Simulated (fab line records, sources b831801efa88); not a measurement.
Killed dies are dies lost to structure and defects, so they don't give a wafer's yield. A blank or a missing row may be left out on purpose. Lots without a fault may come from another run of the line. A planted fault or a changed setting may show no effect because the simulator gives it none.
fab line records | flow gf180mcu
record lots=14 wafers=42 last_day=34
route steps=602 shown POLY_GATE@164 CONTACT@292 V1@340
lots that met no fault: from a run of the same line without faults
start_h: hours from the record's first day to the start of the lot's first wafer shown | wait_h: hours since the lot's step before | " the same as in the row above | L1.1+2: a row that stands for several wafers | - no value, or no start given | * or withheld: withheld | < > ~ a bound
route shown NAME@n: a module of which the file shows steps, and the number in the route of the first | usual: mean/standard deviation of fault-free wafers | same: alike in all rows | chamber/n: place in a boat | sites: the reading at each site | _std_site: their standard deviation | _edge_site: outer sites' mean less inner sites' | radius_mm: how far each site lies from the wafer's centre | mask NAME#n: copy n | behind: the tool/chamber that last shaped the wafer | hold: why the lot was held/for how many hours/how that ended | device: the transistor (n, p or np) that didn't switch | end of line: the same wafers' tests at the end of the route | a step without rows: its recipe alone | killed: dies lost to structure and defects at the first sort, not the wafer's yield | map: a wafer's dies, x killed, . not, _ none there
set.NAME: the setting as run; set.NAME@STEP: as run at that earlier step | model.NAME: the simulator's own value behind a step, which no gauge read
steps of the route over a sample of lots; a table a step, a row a wafer
services: from which hour (start_h, from the record's first day; less than 0 if before it) a tool's chamber was out of use, for how many hours, and why
## steps
# step GF_POLY_GATE_EXPOSE_07
# recipe mask_id=Poly2 target_cd_nm=280 na=0.68 source_shape=conventional sigma_outer=0.6 dose_mj=28
# usual exposure_dose_mJ_cm2=27.412/0.029 focus_offset_nm=-0.1/0.6
# columns lot.wafer tool chamber start_h wait_h mask exposure_dose_mJ_cm2 focus_offset_nm
L472.2 krf_scanner-01 0 221.44 - Poly2#0 27.404 -0.4
L472.4 " 0 " " Poly2#0 27.375 0.4
L472.5 " 0 " " Poly2#0 27.384 1.0
L474.1 krf_scanner-01 0 230.39 - Poly2#0 27.426 0.2
L474.2 " 0 " " Poly2#0 27.458 -0.2
L474.5 " 0 " " Poly2#0 27.416 -0.3
L475.2 krf_scanner-01 0 233.93 - Poly2#0 27.428 -0.4
L475.3 " 0 " " Poly2#0 27.408 0.9
L475.6 " 0 " " Poly2#0 27.423 0.0
L476.3 krf_scanner-02 0 245.81 - Poly2#0 27.358 0.3
L476.4 " 0 " " Poly2#0 27.384 0.0
L476.5 " 0 " " Poly2#0 27.390 0.5
L478.1 krf_scanner-02 0 261.10 - Poly2#0 27.378 -0.5
L478.3 " 0 " " Poly2#0 27.381 -0.2
L478.4 " 0 " " Poly2#0 27.398 0.1
L479.1 krf_scanner-01 0 265.91 - Poly2#0 27.419 0.5
L479.2 " 0 " " Poly2#0 27.382 -0.3
L479.5 " 0 " " Poly2#0 27.396 0.7
L480.1 krf_scanner-01 0 273.44 - Poly2#0 27.409 0.3
L480.2 " 0 " " Poly2#0 27.395 1.2
L480.6 " 0 " " Poly2#0 27.387 0.5
L481.2 krf_scanner-02 - 281.09 - Poly2#0 - -
L481.3 " - " " Poly2#0 - -
L481.5 " - " " Poly2#0 - -
L482.1 krf_scanner-02 - 286.76 - Poly2#0 - -
L482.2 " - " " Poly2#0 - -
L482.3 " - " " Poly2#0 - -
L486.1 krf_scanner-01 0 318.39 - Poly2#0 27.417 -0.5
L486.3 " 0 " " Poly2#0 27.385 -0.3
L486.5 " 0 " " Poly2#0 27.409 0.1
L488.1 krf_scanner-02 0 327.09 - Poly2#0 27.393 -0.2
L488.2 " 0 " " Poly2#0 27.400 -0.6
L488.3 " 0 " " Poly2#0 27.397 -0.4
L489.3 krf_scanner-02 0 341.98 - Poly2#0 27.429 -0.5
L489.4 " 0 " " Poly2#0 27.422 -0.9
L489.6 " 0 " " Poly2#0 27.395 -1.0
L490.2 krf_scanner-02 0 346.71 - Poly2#0 27.398 0.2
L490.4 " 0 " " Poly2#0 27.398 0.1
L490.6 " 0 " " Poly2#0 27.393 -0.3
L491.2 krf_scanner-02 0 352.36 - Poly2#0 27.408 0.3
L491.5 " 0 " " Poly2#0 27.399 0.4
L491.6 " 0 " " Poly2#0 27.392 -0.5
# step GF_POLY_GATE_OVL_MEAS_11
# usual POLY_GATE_OVL=0/5.2
# columns lot.wafer tool chamber start_h wait_h POLY_GATE_OVL[nm]
L472.2 overlay-02 - 230.17 0.1 1
L472.4 " - " " -4
L472.5 " - " " 6
L474.1 overlay-02 - 239.31 0.1 2
L474.2 " - " " 11
L474.5 " - " " 3
L475.2 overlay-01 - 243.21 0.1 0
L475.3 " - " " 5
L475.6 " - " " 5
L476.3 overlay-02 - 255.15 0.1 -4
L476.4 " - " " 6
L476.5 " - " " -1
L478.1 overlay-02 - 270.28 0.1 -5
L478.3 " - " " -6
L478.4 " - " " 3
L479.1 overlay-02 - 275.36 0.1 0
L479.2 " - " " 9
L479.5 " - " " -3
L480.1 overlay-02 - 283.26 0.1 -3
L480.2 " - " " -2
L480.6 " - " " -2
L481.2 overlay-01 - 290.57 0.1 -
L481.3 " - " " -
L481.5 " - " " -
L482.1 overlay-02 - 296.71 0.1 -
L482.2 " - " " -
L482.3 " - " " -
L486.1 overlay-01 - 328.58 0.1 7
L486.3 " - " " 12
L486.5 " - " " 3
L488.1 overlay-01 - 337.86 0.1 5
L488.2 " - " " 2
L488.3 " - " " 0
L489.3 overlay-01 - 353.24 0.1 -5
L489.4 " - " " -5
L489.6 " - " " -6
L490.2 overlay-02 - 357.07 0.1 -1
L490.4 " - " " 0
L490.6 " - " " 5
L491.2 overlay-02 - 363.12 0.1 -8
L491.5 " - " " -5
L491.6 " - " " -9
# step GF_CONTACT_BOW_MEAS_05
# recipe mode=bow
# usual CONTACT_BOW=66/6.9
# columns lot.wafer tool chamber start_h wait_h CONTACT_BOW[um]
L472.2 film_metro-01 - 381.12 0.2 58
L472.4 " - " " 55
L472.5 " - " " 51
L474.1 film_metro-03 - 391.39 0.2 61
L474.2 " - " " 81
L474.5 " - " " 72
L475.2 film_metro-03 - 395.78 0.3 65
L475.3 " - " " 59
L475.6 " - " " 68
L476.3 film_metro-04 - 411.06 0.2 63
L476.4 " - " " 67
L476.5 " - " " 70
L478.1 film_metro-04 - 431.80 0.2 59
L478.3 " - " " 63
L478.4 " - " " 56
L479.1 film_metro-03 - 438.11 0.2 74
L479.2 " - " " 61
L479.5 " - " " 75
L480.1 film_metro-01 - 445.01 0.2 64
L480.2 " - " " 60
L480.6 " - " " 61
L486.1 film_metro-03 - 499.34 0.2 69
L486.3 " - " " 64
L486.5 " - " " 64
L488.1 film_metro-03 - 510.57 0.2 60
L488.2 " - " " 64
L488.3 " - " " 72
L489.3 film_metro-03 - 527.95 0.1 66
L489.4 " - " " 61
L489.6 " - " " 64
L490.2 film_metro-04 - 529.61 0.2 70
L490.4 " - " " 69
L490.6 " - " " 67
L491.2 film_metro-03 - 535.13 0.2 68
L491.5 " - " " 71
L491.6 " - " " 65
# step GF_V1_BOW_MEAS_05
# recipe mode=bow
# usual V1_BOW=82/7.3
# columns lot.wafer tool chamber start_h wait_h V1_BOW[um]
L472.2 film_metro-01 - 431.53 0.2 75
L472.4 " - " " 74
L472.5 " - " " 70
L474.1 film_metro-01 - 442.22 0.2 77
L474.2 " - " " 99
L474.5 " - " " 89
L475.2 film_metro-03 - 447.00 0.3 76
L475.3 " - " " 71
L475.6 " - " " 79
L476.3 film_metro-02 - 463.17 0.2 79
L476.4 " - " " 84
L476.5 " - " " 84
L478.1 film_metro-03 - 483.45 0.1 84
L478.3 " - " " 89
L478.4 " - " " 82
L479.1 film_metro-01 - 490.75 0.2 89
L479.2 " - " " 76
L479.5 " - " " 91
L480.1 film_metro-01 - 496.85 0.1 79
L480.2 " - " " 75
L480.6 " - " " 76
L486.1 film_metro-02 - 549.05 0.1 89
L486.3 " - " " 84
L486.5 " - " " 84
L488.1 film_metro-02 - 558.57 0.2 79
L488.2 " - " " 82
L488.3 " - " " 93
L489.3 film_metro-03 - 574.53 0.3 83
L489.4 " - " " 76
L489.6 " - " " 80
L490.2 film_metro-01 - 576.61 0.3 85
L490.4 " - " " 83
L490.6 " - " " 82
L491.2 film_metro-01 - 582.35 0.2 79
L491.5 " - " " 82
L491.6 " - " " 76
## services
# columns tool chamber start_h hours kind
krf_scanner-01 - 200.41 0.8 pm
krf_scanner-02 - 223.07 4.4 pm
krf_scanner-01 0 253.03 - calibration
krf_scanner-02 - 255.60 0.3 repair
krf_scanner-02 - 259.43 1.3 pm
krf_scanner-02 - 264.23 0.7 repair
krf_scanner-01 - 278.03 1.3 pm
krf_scanner-02 - 290.31 1.0 pm
krf_scanner-02 0 306.92 - calibration
krf_scanner-02 - 330.46 0.8 pm
krf_scanner-01 - 334.31 0.3 repair
krf_scanner-01 - 337.81 0.3 repair
krf_scanner-01 - 346.00 1.0 pm
## key
first_sign step=GF_POLY_GATE_EXPOSE_07 reading=tool_record direction=missing
effect none on later readings
met_at GF_POLY_GATE_EXPOSE_07
struck_lots L481,L482
later_rows_left_out L481.2,L481.3,L481.5,L482.1,L482.2,L482.3
sort_left_out L481.2,L481.3,L481.5,L482.1,L482.2,L482.3
tester_left_out L481,L482
not_acting_at GF_POLY_GATE_OVL_MEAS_11,GF_CONTACT_BOW_MEAS_05,GF_V1_BOW_MEAS_05
onset_between 261.10 281.09
fault kind=skipped_step_whole tool=krf_scanner-02 chamber=- onset_h=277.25 steps=GF_POLY_GATE_EXPOSE_07 scope=struck_lots_only
# tester_left_out: of these lots the tester's yield and bins aren't shown, on N5 and GAA mostly nor the transistor test; their killed dies are dies lost to structure and defects alone, not to doping, threshold or leakage, so they don't give the yield
# sort_left_out: the simulated sort isn't trusted on such a fault, so these wafers' sort isn't shown, and their yield isn't known
# later_rows_left_out: the simulator's readings of these wafers behind a module that went badly wrong aren't trusted and aren't shown, but for the sort
